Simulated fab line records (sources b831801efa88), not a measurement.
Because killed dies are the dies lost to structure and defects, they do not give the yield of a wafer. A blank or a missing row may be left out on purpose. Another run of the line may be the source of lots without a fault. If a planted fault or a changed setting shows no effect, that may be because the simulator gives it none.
fab line records	flow sky130
record: lots: 6	wafers: 18	last_day: 50
route steps=708 shown SONOS_ONO@176 GATE_OXIDE@187 POLY_GATE@204 PAD_OPEN@708
lots that met no fault: from a run of the same line without faults
start_h: hours from the record's first day to the start of the lot's first wafer shown	wait_h: hours elapsed since this lot's preceding step	" same as the row above	L1.1+2: one row covering several wafers at once	- value missing, or start not given	* or withheld: withheld	< > ~ a bound
route shown NAME@n: NAME is a module with steps in the file, n the number in the route of the first one	usual: the fault-free wafers' mean and standard deviation	same: alike in all rows	chamber/n: place in a boat	sites: the reading at each site	_std_site: how widely they spread, as a standard deviation	_edge_site: outer sites' mean less inner sites'	radius_mm: how far each site lies from the wafer's centre	mask NAME#n: copy n	behind: the last tool/chamber to shape the wafer	hold: cause of the lot's hold/its duration in hours/its outcome	device: the transistor (n, p or np) that didn't switch	end of line: tests of these same wafers at the route's end	for a step that has no rows: nothing shown but its recipe	killed: not the wafer's yield, but the dies lost to structure and defects at the first sort	map: per-die view of a wafer (x killed, . not killed, _ where there is no die)
set.NAME: the setting as run; set.NAME@STEP: as run at that earlier step	model.NAME: the simulator's own value behind a step, which no gauge read
lots seen at some steps along the route; tables by step, rows by wafer
services: a tool's chamber out of use, with start hour (start_h, from the record's first day; less than 0 if before it), hours out, and reason
== steps ==
step: SKY_SONOS_ONO_COAT_08
recipe: resist: NOVOLAK	spin_rpm: 3000	resist_thk_nm: 1140
step: SKY_SONOS_ONO_SOFTBAKE_09
recipe: temp_c: 90	time_s: 60	resist: NOVOLAK
step: SKY_SONOS_ONO_EXPOSE_10
recipe: mask_id: ONOM	target_cd_nm: 410	na: 0.6	source_shape: conventional	sigma_outer: 0.6	dose_mj: 150
step: SKY_SONOS_ONO_PEB_11
recipe: temp_c: withheld	time_s: *	resist: NOVOLAK
step: SKY_SONOS_ONO_DEVELOP_12
recipe: develop_time_s: 60	dev_temp_c: 23
step: SKY_SONOS_ONO_CD_MEAS_13
recipe: target_cd_nm: 410
usual: cd_nm: 410.4/2.3
lot.wafer	tool	chamber	start_h	wait_h	cd_nm
L603.3	cd_sem-02	-	292.90	0.1	406.3
L603.4	"	-	"	"	408.4
L603.6	"	-	"	"	407.7
L611.1	cd_sem-01	-	360.47	0.1	411.2
L611.2	"	-	"	"	411.9
L611.5	"	-	"	"	411.0
L613.4	cd_sem-01	-	371.32	0.1	412.0
L613.5	"	-	"	"	412.9
L613.6	"	-	"	"	412.1
L612.1	cd_sem-02	-	371.56	0.1	406.3
L612.2	"	-	"	"	407.3
L612.4	"	-	"	"	408.7
L621.1	cd_sem-01	-	441.54	0.1	410.4
L621.3	"	-	"	"	409.2
L621.6	"	-	"	"	409.2
L623.2	cd_sem-02	-	485.94	0.1	417.3
L623.4	"	-	"	"	417.2
L623.6	"	-	"	"	416.1
step: SKY_SONOS_ONO_OVL_MEAS_14
usual: SONOS_ONO_OVL: 0.2/1.5
lot.wafer	tool	chamber	start_h	wait_h	SONOS_ONO_OVL[nm]
L603.3	overlay-01	-	293.00	0.1	-1.5
L603.4	"	-	"	"	-1.0
L603.6	"	-	"	"	1.4
L611.1	overlay-01	-	360.59	0.1	0.4
L611.2	"	-	"	"	-0.8
L611.5	"	-	"	"	2.3
L613.4	overlay-01	-	371.40	0.1	-1.4
L613.5	"	-	"	"	1.9
L613.6	"	-	"	"	1.7
L612.1	overlay-02	-	371.68	0.1	-0.1
L612.2	"	-	"	"	-0.4
L612.4	"	-	"	"	-0.3
L621.1	overlay-02	-	441.66	0.1	-0.8
L621.3	"	-	"	"	-0.9
L621.6	"	-	"	"	1.9
L623.2	overlay-02	-	486.04	0.1	-1.7
L623.4	"	-	"	"	-0.6
L623.6	"	-	"	"	-0.5
step: SKY_SONOS_ONO_ETCH_15
recipe: target_depth_nm: 19.52	chemistry: CHF3/O2	source_w: 600	bias_w: 200	pressure_mtorr: 40	chf3_flow_sccm: 50	O2_flow_sccm: 5	time_s: 7.8
usual: drypump_motor_current_A: 5.6/0.43	oes_product_au: 0.999/0.014	throttle_valve_pct: 8.823/0.0097
lot.wafer	tool	chamber	start_h	wait_h	drypump_motor_current_A	oes_product_au	rf_hours_counter_h	throttle_valve_pct
L603.3	rie_diel-02	3	293.02	0.0	5.8	0.993	3	8.814
L603.4	"	2	"	"	4.8	1.027	4	8.829
L603.6	"	2	"	"	4.8	1.030	-	8.840
L611.1	rie_diel-02	1	360.62	0.0	5.5	1.012	2	8.828
L611.2	"	0	"	"	6.6	1.003	1	8.823
L611.5	"	1	"	"	5.5	0.994	-	8.824
L613.4	rie_diel-03	1	371.42	0.0	5.2	0.994	1	8.824
L613.5	"	2	"	"	5.8	0.985	-	8.821
L613.6	"	1	"	"	5.2	1.001	-	8.829
L612.1	rie_diel-02	1	371.72	0.0	5.5	1.001	2	8.807
L612.2	"	0	"	"	6.6	0.993	1	8.808
L612.4	"	2	"	"	4.8	1.028	6	8.839
L621.1	rie_diel-02	2	441.69	0.0	4.8	1.031	7	8.853
L621.3	"	1	"	"	5.5	0.985	3	8.816
L621.6	"	3	"	"	5.8	0.973	-	8.833
L623.2	rie_diel-02	1	486.07	0.0	5.5	0.990	3	8.831
L623.4	"	3	"	"	5.8	0.996	-	8.822
L623.6	"	1	"	"	5.5	0.995	-	8.827
step: SKY_SONOS_ONO_WET_ETCH_16
recipe: chemistry: dHF	target_depth_nm: 14	dry: n2_spin	target: SiO2	dilution: 100:1	temp_c: 25	time_s: 280
step: SKY_SONOS_ONO_STRIP_17
recipe: chemistry: O2/N2	power_w: 1400	pressure_mtorr: 1500	platen_temp_c: withheld	o2_flow_sccm: 3000	n2_flow_sccm: 300	overash_fraction: 0.5
usual: drypump_motor_current_A: 5.25/0.27	oes_product_au: 0.710/0.005	strip_time_to_endpoint_s: 14.11/0.036
lot.wafer	tool	chamber	start_h	wait_h	drypump_motor_current_A	oes_product_au	rf_hours_counter_h	strip_time_to_endpoint_s
L603.3	plasma_asher-01	1	293.16	0.0	5.02	0.716	-	14.11
L603.4	"	0	"	"	5.46	0.698	-	14.11
L603.6	"	1	"	"	4.98	0.711	-	14.16
L611.1	plasma_asher-01	0	360.73	0.0	5.49	0.712	24	14.11
L611.2	"	1	"	"	4.97	0.703	24	14.15
L611.5	"	0	"	"	5.48	0.716	-	14.15
L613.4	plasma_asher-02	0	371.56	0.0	5.52	0.715	-	14.16
L613.5	"	1	"	"	4.92	0.708	-	14.11
L613.6	"	0	"	"	5.51	0.717	-	14.10
L612.1	plasma_asher-01	1	371.83	0.0	4.98	0.712	26	14.07
L612.2	"	0	"	"	5.54	0.706	26	14.07
L612.4	"	0	"	"	5.53	0.716	-	14.10
L621.1	plasma_asher-01	1	441.80	0.0	4.96	0.700	35	14.08
L621.3	"	1	"	"	4.97	0.712	-	14.08
L621.6	"	1	"	"	4.92	0.705	-	14.08
L623.2	plasma_asher-02	1	486.19	0.0	4.93	0.723	7	14.09
L623.4	"	1	"	"	4.93	0.713	-	14.10
L623.6	"	0	"	"	5.51	0.712	-	14.03
step: SKY_SONOS_ONO_WET_ETCH_18
recipe: chemistry: H3PO4	target_depth_nm: 15	target: Si3N4	temp_c: 160	time_s: 172
step: SKY_GATE_OXIDE_CLEAN_00
recipe: chemistry: SC1/SC2	mix: 1:4:20	temp_c: 70	time_s: 150	dry: n2_spin
step: SKY_GATE_OXIDE_OXIDATION_01
recipe: temp_c: 900	ambient: O2	stabilise_s: 600	purge_s: 300	target_thk_a: 102.68	ox_time_s: 1473
usual: spike_tc_bottom_C: 918.8/1	spike_tc_centre_C: 900.7/1.2	spike_tc_lower_C: 899.4/1	spike_tc_top_C: 909.1/2.1	spike_tc_upper_C: 899.3/0.99	tube_center_temp_C: 900/0.079	tube_center_temp_C_max: 902.2/0.38
lot.wafer	tool	chamber	start_h	wait_h	spike_tc_bottom_C	spike_tc_centre_C	spike_tc_lower_C	spike_tc_top_C	spike_tc_upper_C	tube_center_temp_C	tube_center_temp_C_max	model.SiO2_of_GATE_OXIDE_OXIDATION_01.thk_nm
L603.3	furnace-02	0	293.39	0.0	919.1	901.4	897.6	911.4	899.1	900.04	902.7	10.38
L603.4	"	0	"	"	920.1	903.5	900.7	911.5	898.5	900.16	902.1	10.21
L603.6	"	0	"	"	920.0	901.7	898.9	910.5	898.1	899.83	901.4	10.4
L611.1	furnace-01	0	361.00	0.1	920.7	900.9	899.6	909.0	899.3	900.01	902.2	10.14
L611.2	"	0	"	"	917.2	901.5	899.1	909.1	899.9	900.02	902.4	10.43
L611.5	"	0	"	"	920.7	899.4	898.2	907.7	899.0	899.92	901.8	10.32
L612.1	furnace-01	0	373.42	1.4	937.2	916.8	917.8	925.2	917.4	918.41	921.0	12.54
L612.2	"	0	"	"	939.1	917.8	917.7	926.2	917.5	918.53	920.3	12.73
L612.4	"	0	"	"	936.6	917.4	918.8	926.5	914.9	918.41	920.4	12.65
L613.4	furnace-01	0	373.42	1.7	937.1	920.2	919.0	924.7	917.7	918.35	920.7	12.37
L613.5	"	0	"	"	936.8	918.3	917.8	926.8	917.3	918.54	920.9	12.48
L613.6	"	0	"	"	937.8	918.6	917.9	926.9	918.0	918.46	920.2	12.55
L621.1	furnace-02	0	442.02	0.0	919.0	900.6	898.7	909.9	899.0	900	902.1	10.4
L621.3	"	0	"	"	918.8	902.2	899.2	910.7	899.4	899.97	902.5	10.53
L621.6	"	0	"	"	921.0	900.8	896.2	911.5	899.3	899.91	902.0	10.31
L623.2	furnace-01	0	487.22	0.8	918.4	899.6	900.7	908.5	898.6	900.03	902.6	9.829
L623.4	"	0	"	"	920.1	900.2	899.5	909.4	898.3	899.92	901.8	9.819
L623.6	"	0	"	"	918.2	900.7	898.8	910.6	899.3	900.04	902.8	9.888
step: SKY_GATE_OXIDE_THK_MEAS_02
recipe: reads: SiO2_of_GATE_OXIDE_OXIDATION_01
usual: GATE_OXIDE_OXIDATION_00_THK: 10.23/0.22
lot.wafer	tool	chamber	start_h	wait_h	GATE_OXIDE_OXIDATION_00_THK[nm]
L603.3	film_metro-04	-	294.82	0.0	10.41
L603.4	"	-	"	"	10.16
L603.6	"	-	"	"	10.41
L611.1	film_metro-01	-	362.47	0.1	10.13
L611.2	"	-	"	"	10.44
L611.5	"	-	"	"	10.31
L612.1	film_metro-04	-	374.83	0.0	12.53
L612.2	"	-	"	"	12.70
L612.4	"	-	"	"	12.64
L613.4	film_metro-01	-	374.86	0.0	12.38
L613.5	"	-	"	"	12.47
L613.6	"	-	"	"	12.50
L621.1	film_metro-01	-	443.43	0.0	10.41
L621.3	"	-	"	"	10.52
L621.6	"	-	"	"	10.30
L623.2	film_metro-01	-	488.64	0.0	9.79
L623.4	"	-	"	"	9.77
L623.6	"	-	"	"	9.84
step: SKY_GATE_OXIDE_DEHYDRATE_03
recipe: temp_c: 200	time_s: 60
step: SKY_GATE_OXIDE_HMDS_04
recipe: prime_time_s: 60	prime_temp_c: 120
step: SKY_GATE_OXIDE_COAT_05
recipe: resist: NOVOLAK	spin_rpm: 3000	resist_thk_nm: 1140
step: SKY_GATE_OXIDE_SOFTBAKE_06
recipe: temp_c: 89.37	time_s: 60	resist: NOVOLAK
step: SKY_GATE_OXIDE_EXPOSE_07
recipe: mask_id: LVOM	na: 0.6	source_shape: conventional	sigma_outer: 0.6	polarization: unpolarized	target_cd_nm: 600	dose_mj: 170
step: SKY_GATE_OXIDE_PEB_08
recipe: temp_c: withheld	time_s: *	resist: NOVOLAK
step: SKY_GATE_OXIDE_DEVELOP_09
recipe: resist: NOVOLAK	developer: TMAH	develop_time_s: 60	dev_temp_c: 23
step: SKY_GATE_OXIDE_OVL_MEAS_10
usual: GATE_OXIDE_OVL: 0.1/1.6
lot.wafer	tool	chamber	start_h	wait_h	GATE_OXIDE_OVL[nm]
L603.3	overlay-02	-	319.85	0.1	1.0
L603.4	"	-	"	"	1.6
L603.6	"	-	"	"	1.9
L611.1	overlay-02	-	391.40	0.1	0.0
L611.2	"	-	"	"	0.6
L611.5	"	-	"	"	0.3
L613.4	overlay-01	-	402.72	0.1	-0.9
L613.5	"	-	"	"	-2.1
L613.6	"	-	"	"	-1.2
L612.1	overlay-02	-	403.27	0.1	2.1
L612.2	"	-	"	"	2.0
L612.4	"	-	"	"	3.0
L621.1	overlay-02	-	472.04	0.1	0.4
L621.3	"	-	"	"	0.6
L621.6	"	-	"	"	0.3
L623.2	overlay-02	-	519.07	0.1	-0.9
L623.4	"	-	"	"	-1.5
L623.6	"	-	"	"	-2.2
step: SKY_GATE_OXIDE_IMPLANT_11
recipe: species: B	energy_kev: 10	dose_cm2: 2.6e+12	tilt_deg: withheld
step: SKY_GATE_OXIDE_WET_ETCH_12
recipe: chemistry: dHF	target_depth_nm: 16.8	dry: n2_spin	target: SiO2	dilution: 100:1	temp_c: 25	time_s: 336
step: SKY_GATE_OXIDE_STRIP_13
recipe: chemistry: O2/N2	power_w: 1400	pressure_mtorr: 1500	platen_temp_c: withheld	o2_flow_sccm: 3000	n2_flow_sccm: 300	overash_fraction: 0.5
usual: drypump_motor_current_A: 5.6/0.46	oes_product_au: 0.716/0.0045	strip_time_to_endpoint_s: 14.21/0.039
lot.wafer	tool	chamber	start_h	wait_h	drypump_motor_current_A	oes_product_au	rf_hours_counter_h	strip_time_to_endpoint_s
L603.3	plasma_asher-04	0	320.17	0.0	5.9	0.716	-	14.23
L603.4	"	1	"	"	6.2	0.715	-	14.23
L603.6	"	1	"	"	6.2	0.713	-	14.23
L611.1	plasma_asher-04	0	391.69	0.0	5.9	0.718	59	14.14
L611.2	"	1	"	"	6.2	0.717	59	14.13
L611.5	"	1	"	"	6.2	0.715	-	14.09
L613.4	plasma_asher-02	1	403.02	0.0	5.0	0.714	-	14.26
L613.5	"	1	"	"	4.9	0.722	-	14.22
L613.6	"	0	"	"	5.5	0.718	-	14.23
L612.1	plasma_asher-02	0	403.55	0.0	5.5	0.721	73	14.21
L612.2	"	1	"	"	4.9	0.711	73	14.26
L612.4	"	1	"	"	4.9	0.716	-	14.18
L621.1	plasma_asher-01	0	472.33	0.0	5.5	0.717	38	14.27
L621.3	"	0	"	"	5.5	0.721	-	14.21
L621.6	"	0	"	"	5.5	0.718	-	14.21
L623.2	plasma_asher-04	1	519.35	0.0	6.2	0.716	73	14.28
L623.4	"	1	"	"	6.2	0.721	-	14.22
L623.6	"	1	"	"	6.2	0.712	-	14.28
step: SKY_GATE_OXIDE_TW_MEAS_14
usual: GATE_OXIDE_TW: 223.4/1.2
lot.wafer	tool	chamber	start_h	wait_h	GATE_OXIDE_TW
L603.3	film_metro-01	-	320.25	0.1	222.3
L603.4	"	-	"	"	223.7
L603.6	"	-	"	"	220.5
L611.1	film_metro-01	-	391.79	0.1	221.9
L611.2	"	-	"	"	223.3
L611.5	"	-	"	"	223.2
L613.4	film_metro-01	-	403.12	0.1	222.7
L613.5	"	-	"	"	225.0
L613.6	"	-	"	"	223.8
L612.1	film_metro-01	-	403.65	0.1	222.9
L612.2	"	-	"	"	223.7
L612.4	"	-	"	"	223.7
L621.1	film_metro-04	-	472.43	0.1	223.9
L621.3	"	-	"	"	222.8
L621.6	"	-	"	"	223.6
L623.2	film_metro-02	-	519.46	0.1	225.9
L623.4	"	-	"	"	225.3
L623.6	"	-	"	"	224.6
step: SKY_GATE_OXIDE_CLEAN_15
recipe: chemistry: SC1/SC2	mix: 1:4:20	temp_c: 70	time_s: 150	dry: n2_spin
step: SKY_GATE_OXIDE_OXIDATION_16
recipe: temp_c: 800	ambient: O2	idle_temp_c: 700	ramp_up_c_per_min: 10	ramp_down_c_per_min: 3	stabilise_s: 600	purge_s: 300	target_thk_a: 35.7	ox_time_s: 1915
usual: ox_temp_c_max: 803.9/1.2	ramp_up_c_per_min: 10.0000/0.0019	spike_tc_bottom_C: 819.7/0.92	spike_tc_centre_C: 800.5/1.2	spike_tc_lower_C: 799.1/1.2	spike_tc_top_C: 811.6/2.4	spike_tc_upper_C: 799.3/1.1	tube_center_temp_C: 800/0.075	tube_center_temp_C_max: 802.0/0.34
lot.wafer	tool	chamber	start_h	wait_h	ox_temp_c_max	ramp_up_c_per_min	spike_tc_bottom_C	spike_tc_centre_C	spike_tc_lower_C	spike_tc_top_C	spike_tc_upper_C	tube_center_temp_C	tube_center_temp_C_max	model.SiO2_of_GATE_OXIDE_OXIDATION_01.thk_nm
L603.3	furnace-01	0	320.34	0.0	806.0	10.000	820.5	799.4	800.3	810.5	797.5	799.83	802.1	11.71
L603.4	"	0	"	"	804.1	9.9999	821.3	799.0	801.4	810.7	798.3	800	801.8	11.53
L603.6	"	0	"	"	805.2	9.9998	819.3	800.7	800.4	809.8	799.8	800.05	802.9	11.71
L611.1	furnace-02	0	392.70	0.8	802.4	9.9997	820.4	801.6	797.1	814.0	799.5	800.04	802.9	11.51
L611.2	"	0	"	"	803.8	10.001	819.2	800.1	797.6	813.7	799.3	799.96	801.7	11.79
L611.5	"	0	"	"	802.6	9.9989	818.9	799.7	799.7	814.0	798.8	800.03	802.0	11.68
L612.1	furnace-01	0	405.13	1.4	804.9	10.003	820.8	801.4	801.0	809.0	800.3	800.02	802.4	13.73
L612.2	"	0	"	"	805.2	9.9996	819.0	799.3	798.6	810.1	798.0	800.05	802.4	13.92
L612.4	"	0	"	"	805.8	9.9980	821.8	800.0	799.7	808.8	800.3	800.05	801.7	13.81
L613.4	furnace-01	0	405.13	1.9	804.4	10.002	821.1	800.4	799.6	809.5	800.6	800	802.2	13.58
L613.5	"	0	"	"	807.6	9.9981	819.5	800.7	800.8	808.5	799.8	800.03	801.6	13.69
L613.6	"	0	"	"	804.5	9.9985	820.3	799.9	798.7	809.3	799.6	799.93	802.2	13.72
L621.1	furnace-02	0	472.55	0.0	802.9	9.9963	819.5	799.8	798.4	813.6	798.4	799.97	802.2	11.76
L621.3	"	0	"	"	802.9	10.001	819.6	800.9	799.5	813.3	799.6	799.93	801.7	11.88
L621.6	"	0	"	"	803.1	9.9965	820.5	800.8	797.1	815.2	799.0	800.01	802.3	11.67
L623.2	furnace-01	0	520.12	0.6	805.7	9.9988	820.0	800.0	801.3	809.7	800.5	799.88	801.8	11.23
L623.4	"	0	"	"	804.7	9.9996	820.3	800.5	799.2	809.7	799.0	800.05	802.2	11.23
L623.6	"	0	"	"	804.3	10.002	820.8	799.7	800.9	808.4	798.0	800.02	801.8	11.3
step: SKY_POLY_GATE_CVD_00
recipe: material: poly-Si	target_thk_nm: 180	temp_c: 620	time_s: 720	pressure_mtorr: 200
step: SKY_PAD_OPEN_PROBE_99
usual: killed_at_M0_to_M3: 43/7.3	killed_at_M4_up: 3.5/2.2	killed_at_contacts: 24/5.3	killed_at_front_end: 15/4.2	killed_at_other: 0.3/0.67	killed_dies: 86/9.8	killed_open: 47/7.2	killed_short: 39/6.5
same: gross_dies: 492	killed_at_back_side: 0
lot.wafer	tool	chamber	start_h	wait_h	killed_at_M0_to_M3	killed_at_M4_up	killed_at_contacts	killed_at_front_end	killed_at_other	killed_dies	killed_open	killed_short	model.etest.nfet_16v.r_on_ohm_um	model.etest.pfet_16v.r_on_ohm_um	model.etest.tip_sonos.rs_ohm_sq	model.etest.pfet_g5v0d10v5.r_on_ohm_um	model.etest.nfet_g5v0d10v5.r_on_ohm_um	model.etest.nfet_g5v0d10v5.drive_ua_um	model.etest.nfet_05v0_nvt.drive_ua_um	model.etest.pfet_g5v0d10v5.drive_ua_um
L603.3	prober-01	-	1077.27	0.2	52	6	18	14	0	90	47	43	1.396e+04	1.498e+04	2696	4901	1922	594.8	569	330.6
L603.4	prober-01	-	1077.32	0.2	39	2	25	13	3	82	44	35	1.364e+04	1.468e+04	2651	4721	1888	607.7	579.3	340.1
L603.6	prober-01	-	1077.42	0.2	41	5	24	20	0	90	55	35	1.385e+04	1.491e+04	2638	4873	1906	597.8	573.1	331.8
L611.1	prober-02	-	1154.11	0.1	43	3	27	11	0	84	53	31	1.404e+04	1.488e+04	2616	4849	1918	603.5	580.1	337.1
L611.2	prober-02	-	1154.16	0.1	51	10	25	16	1	103	55	48	1.402e+04	1.46e+04	2677	4890	1930	589.3	563.1	330.4
L611.5	prober-02	-	1154.31	0.2	54	2	27	13	0	96	54	41	1.386e+04	1.486e+04	2640	4895	1902	600.1	575.1	334.6
L612.1	prober-02	-	1157.11	0.1	35	2	43	23	0	103	53	48	1.523e+04	1.616e+04	3197	5283	2045	511.5	489.8	296.1
L612.2	prober-02	-	1157.16	0.1	44	2	16	12	0	74	38	36	1.514e+04	1.595e+04	3244	5238	2077	506.7	489.4	297.4
L612.4	prober-02	-	1157.26	0.2	41	4	27	21	0	93	49	44	1.515e+04	1.608e+04	3249	5300	2078	510.1	493.1	293.4
L613.4	prober-02	-	1160.26	0.2	36	1	22	12	1	72	44	27	1.548e+04	1.551e+04	3053	5106	2066	522.9	499.9	305.6
L613.5	prober-02	-	1160.31	0.2	42	4	32	13	1	92	41	51	1.562e+04	1.551e+04	3115	5154	2052	518	495.8	302.6
L613.6	prober-02	-	1160.36	0.2	56	4	23	11	1	95	46	48	1.557e+04	1.583e+04	3110	5174	2090	510	494.9	302
L621.1	prober-01	-	1181.26	0.1	56	2	23	16	1	98	57	41	1.412e+04	1.567e+04	2707	4944	1946	589.2	562	322.4
L621.3	prober-01	-	1181.36	0.2	49	2	25	13	0	89	57	30	1.421e+04	1.582e+04	2726	5034	1938	584.7	557.6	324.6
L621.6	prober-01	-	1181.51	0.2	48	7	22	16	0	93	43	50	1.388e+04	1.494e+04	2660	4849	1886	600.4	569.1	335.6
L623.2	prober-02	-	1205.69	0.1	40	8	17	7	0	72	37	34	1.373e+04	1.474e+04	2605	4565	1846	631.4	591.6	359.5
L623.4	prober-02	-	1205.79	0.2	45	7	26	12	0	90	41	49	1.358e+04	1.427e+04	2572	4630	1829	625.5	592.3	353.3
L623.6	prober-02	-	1205.89	0.2	34	6	30	22	0	92	51	38	1.366e+04	1.46e+04	2633	4660	1874	615.7	584.8	348.9
killed by level:class
L603.3 VIA3:geometric_particle:open=8 VIA1:geometric_particle:short=7 CONTACT:geometric_particle:open=7 VIA1:geometric_particle:open=7 METAL3:geometric_particle:short=6 METAL2:geometric_particle:short=6 METAL1:geometric_particle:short=5 FIELD_ISO:geometric_particle:open=4
L603.4 CONTACT:geometric_particle:open=9 LI_CONTACT:geometric_particle:open=6 LOCAL_INTERCONNECT:geometric_particle:short=6 METAL2:geometric_particle:short=6 VIA2:geometric_particle:open=6 METAL1:geometric_particle:short=5 VIA1:geometric_particle:open=5 METAL3:geometric_particle:short=4
L603.6 VIA1:geometric_particle:open=14 CONTACT:geometric_particle:open=11 LI_CONTACT:geometric_particle:open=7 VIA2:geometric_particle:short=6 FIELD_ISO:geometric_particle:short=5 METAL2:geometric_particle:short=5 VIA3:geometric_particle:open=5 FIELD_ISO:geometric_particle:open=4
L611.1 CONTACT:geometric_particle:open=12 VIA1:geometric_particle:short=8 VIA3:geometric_particle:open=8 LI_CONTACT:geometric_particle:open=7 VIA2:geometric_particle:open=6 VIA1:geometric_particle:open=6 METAL1:geometric_particle:short=5 FIELD_ISO:geometric_particle:open=3
L611.2 VIA1:geometric_particle:open=16 CONTACT:geometric_particle:open=10 METAL4:geometric_particle:short=8 VIA2:geometric_particle:open=6 METAL2:geometric_particle:short=6 CONTACT:geometric_particle:short=6 VIA1:geometric_particle:short=6 FIELD_ISO:geometric_particle:open=5
L611.5 VIA1:geometric_particle:open=13 VIA3:geometric_particle:open=9 LI_CONTACT:geometric_particle:open=8 CONTACT:geometric_particle:open=7 METAL1:geometric_particle:short=7 VIA2:geometric_particle:open=6 METAL2:geometric_particle:short=6 CONTACT:geometric_particle:short=5
L612.1 CONTACT:geometric_particle:open=15 FIELD_ISO:geometric_particle:open=9 LI_CONTACT:geometric_particle:open=9 CONTACT:geometric_particle:short=9 VIA3:geometric_particle:open=7 FIELD_ISO:geometric_particle:short=5 LI_CONTACT:geometric_particle:short=5 LOCAL_INTERCONNECT:geometric_particle:short=5
L612.2 VIA1:geometric_particle:open=13 CONTACT:geometric_particle:open=6 METAL2:geometric_particle:short=6 VIA3:geometric_particle:open=6 METAL1:geometric_particle:short=5 FIELD_ISO:geometric_particle:short=4 VIA2:geometric_particle:open=4 POLY_GATE:geometric_particle:short=3
L612.4 VIA2:geometric_particle:open=8 CONTACT:geometric_particle:short=8 CONTACT:geometric_particle:open=8 METAL1:geometric_particle:short=8 VIA3:geometric_particle:open=8 POLY_GATE:geometric_particle:open=6 FIELD_ISO:geometric_particle:open=5 LI_CONTACT:geometric_particle:open=5
L613.4 VIA1:geometric_particle:open=10 LI_CONTACT:geometric_particle:open=8 METAL2:geometric_particle:short=6 VIA3:geometric_particle:open=6 FIELD_ISO:geometric_particle:open=4 CONTACT:geometric_particle:open=4 POLY_GATE:geometric_particle:short=3 LI_CONTACT:geometric_particle:short=3
L613.5 LI_CONTACT:geometric_particle:open=10 VIA1:geometric_particle:short=9 VIA1:geometric_particle:open=9 FIELD_ISO:geometric_particle:short=7 CONTACT:geometric_particle:open=7 LOCAL_INTERCONNECT:geometric_particle:short=6 VIA2:geometric_particle:open=6 LI_CONTACT:geometric_particle:short=5
L613.6 VIA2:geometric_particle:open=12 METAL1:geometric_particle:short=9 VIA1:geometric_particle:open=9 LI_CONTACT:geometric_particle:open=6 METAL2:geometric_particle:short=6 CONTACT:geometric_particle:short=6 CONTACT:geometric_particle:open=6 VIA1:geometric_particle:short=5
L621.1 VIA1:geometric_particle:open=15 CONTACT:geometric_particle:open=10 METAL2:geometric_particle:short=9 VIA3:geometric_particle:open=9 VIA2:geometric_particle:open=8 FIELD_ISO:geometric_particle:short=6 VIA1:geometric_particle:short=5 LI_CONTACT:geometric_particle:open=4
L621.3 VIA1:geometric_particle:open=13 VIA2:geometric_particle:open=11 CONTACT:geometric_particle:open=9 LI_CONTACT:geometric_particle:open=6 METAL1:geometric_particle:short=6 METAL2:geometric_particle:short=6 VIA3:geometric_particle:open=5 LOCAL_INTERCONNECT:geometric_particle:short=4
L621.6 VIA1:geometric_particle:open=12 METAL2:geometric_particle:short=7 VIA1:geometric_particle:short=7 LI_CONTACT:geometric_particle:open=7 VIA2:geometric_particle:open=5 LOCAL_INTERCONNECT:geometric_particle:short=5 METAL1:geometric_particle:short=5 POLY_GATE:geometric_particle:open=4
L623.2 VIA1:geometric_particle:open=11 CONTACT:geometric_particle:open=8 METAL2:geometric_particle:short=8 METAL4:geometric_particle:short=7 VIA3:geometric_particle:open=6 LI_CONTACT:geometric_particle:open=5 METAL1:geometric_particle:short=5 LOCAL_INTERCONNECT:geometric_particle:short=3
L623.4 VIA1:geometric_particle:open=12 CONTACT:geometric_particle:open=10 LOCAL_INTERCONNECT:geometric_particle:short=8 METAL4:geometric_particle:short=7 CONTACT:geometric_particle:short=5 VIA1:geometric_particle:short=5 VIA2:geometric_particle:open=5 VIA3:geometric_particle:short=5
L623.6 CONTACT:geometric_particle:open=14 VIA1:geometric_particle:open=12 POLY_GATE:geometric_particle:open=9 LI_CONTACT:geometric_particle:short=6 METAL4:geometric_particle:short=6 POLY_GATE:geometric_particle:short=4 LOCAL_INTERCONNECT:geometric_particle:short=4 CONTACT:geometric_particle:short=4
== services ==
tool	chamber	start_h	hours	kind
rie_diel-03	1	291.24	-	clean
rie_diel-03	1	291.24	18.9	scheduled_down
rie_diel-02	0	296.90	9.3	repair
plasma_asher-02	-	305.27	8.1	repair
rie_diel-03	-	305.44	2.8	pm
rie_diel-02	0	306.20	-	clean
rie_diel-02	0	306.20	15.3	scheduled_down
rie_diel-02	0	306.20	15.3	vent_cycle
rie_diel-03	1	313.23	6.4	repair
furnace-02	-	362.90	3.1	pm
plasma_asher-02	-	372.68	1.0	repair
rie_diel-03	3	381.92	19.6	repair
rie_diel-03	2	393.09	8.3	repair
furnace-01	-	395.08	3.4	pm
rie_diel-03	0	417.91	13.0	repair
plasma_asher-02	-	421.25	9.0	pm
plasma_asher-02	0	421.25	9.0	vent_cycle
plasma_asher-02	1	421.25	9.0	vent_cycle
plasma_asher-02	0	430.25	-	clean
plasma_asher-02	1	430.25	-	clean
plasma_asher-04	-	430.45	1.8	repair
rie_diel-02	0	468.96	36.3	repair
plasma_asher-02	-	481.33	0.7	repair
furnace-02	-	484.23	3.7	pm
== key ==
first_sign: step: SKY_GATE_OXIDE_OXIDATION_01	reading: tube_center_temp_C	direction: up	sigmas: 99+	usual: *	struck: *
effect: step: SKY_GATE_OXIDE_OXIDATION_01	reading: tube_center_temp_C_max	direction: up	sigmas: 48	usual: *	struck: *
effect: step: SKY_GATE_OXIDE_THK_MEAS_02	reading: GATE_OXIDE_OXIDATION_00_THK	direction: up	sigmas: 11	usual: 10.23	struck: 12.54
model_effect: step: SKY_GATE_OXIDE_OXIDATION_01	value: SiO2_of_GATE_OXIDE_OXIDATION_01.thk_nm	without: 10.33	struck: 12.55
model_effect: step: SKY_GATE_OXIDE_OXIDATION_16	value: SiO2_of_GATE_OXIDE_OXIDATION_01.thk_nm	without: 11.67	struck: 13.74
model_effect: step: SKY_PAD_OPEN_PROBE_99	value: etest.nfet_16v.r_on_ohm_um	without: 1.414e+04	struck: 1.536e+04
met_at SKY_GATE_OXIDE_OXIDATION_01
struck_wafers L612.1,L612.2,L612.4,L613.4,L613.5,L613.6
tester_left_out L612,L613
onset_between 361.00 373.42
fault: kind: process_parameter_drift	tool: furnace-01	chamber: -	onset_h: 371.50	steps: SKY_GATE_OXIDE_OXIDATION_01	channel: temp_c	offset: *	shape: step	end_h: 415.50	acts_in: *	stated: *
tester_left_out: of these lots the tester's yield and bins aren't shown, on N5 and GAA mostly nor the transistor test; their killed dies are dies lost to structure and defects alone, not to doping, threshold or leakage, so they don't give the yield
